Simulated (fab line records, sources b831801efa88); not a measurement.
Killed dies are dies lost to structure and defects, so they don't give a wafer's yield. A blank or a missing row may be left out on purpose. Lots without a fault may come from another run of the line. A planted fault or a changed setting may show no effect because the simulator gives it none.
Which tool did it? | flow sky130 | 6 lots, 18 wafers sampled, at 2 steps of a route of 708

WHAT THE GAUGES READ, wafer by wafer
SKY_CAPM_RS_MEAS_03: measures by four-point-probe.
lot  | measured     | on            | CAPM_TIN_RS (ohm/sq)
L497 | day 37 05:02 | film_metro-01 | 6.82 6.82 6.85
L500 | day 38 08:05 | film_metro-01 | 6.89 6.89 6.89
L501 | day 38 17:20 | film_metro-04 | 6.88 6.93 6.93
L513 | day 42 08:50 | film_metro-01 | 7.00 7.00 6.89
L511 | day 42 09:18 | film_metro-03 | 6.93 6.94 6.99
L516 | day 42 13:50 | film_metro-03 | 6.95 7.05 6.92

WHICH TOOL RAN EACH LOT (tool, then ch and the chambers of the sampled wafers, then the start)
lot  | SKY_CAPM_SPUTTER_02
L497 | pvd_sputter-02, day 37 04:56
L500 | pvd_sputter-02, day 38 07:56
L501 | pvd_sputter-02, day 38 17:14
L513 | pvd_sputter-02, day 42 08:43
L511 | pvd_sputter-01, day 42 09:11
L516 | pvd_sputter-02, day 42 13:41
- SKY_CAPM_SPUTTER_02: material TiN, target thk 200 nm, time 166.7 s.

THE ANSWER, worked out from the rows above alone
Rule: what is usual is taken from the lots themselves. Put in order of their means at a reading, lots are off if they are a third of the lots or fewer, leave a main group of 4 or more, and stand apart from it by a gap of 3 or more times the standard deviation of the main group's means; of several such gaps the widest counts. A main group whose means are all the same, to the digits that the tables above print for the reading, isn't used. A lot without any number at a reading at which 4 lots or more have one is off too. The other lots that the step has rows for count as sound.
No lot is off at any reading shown: from this, nothing can be told.

WHAT THE SIMULATOR HAD PUT IN
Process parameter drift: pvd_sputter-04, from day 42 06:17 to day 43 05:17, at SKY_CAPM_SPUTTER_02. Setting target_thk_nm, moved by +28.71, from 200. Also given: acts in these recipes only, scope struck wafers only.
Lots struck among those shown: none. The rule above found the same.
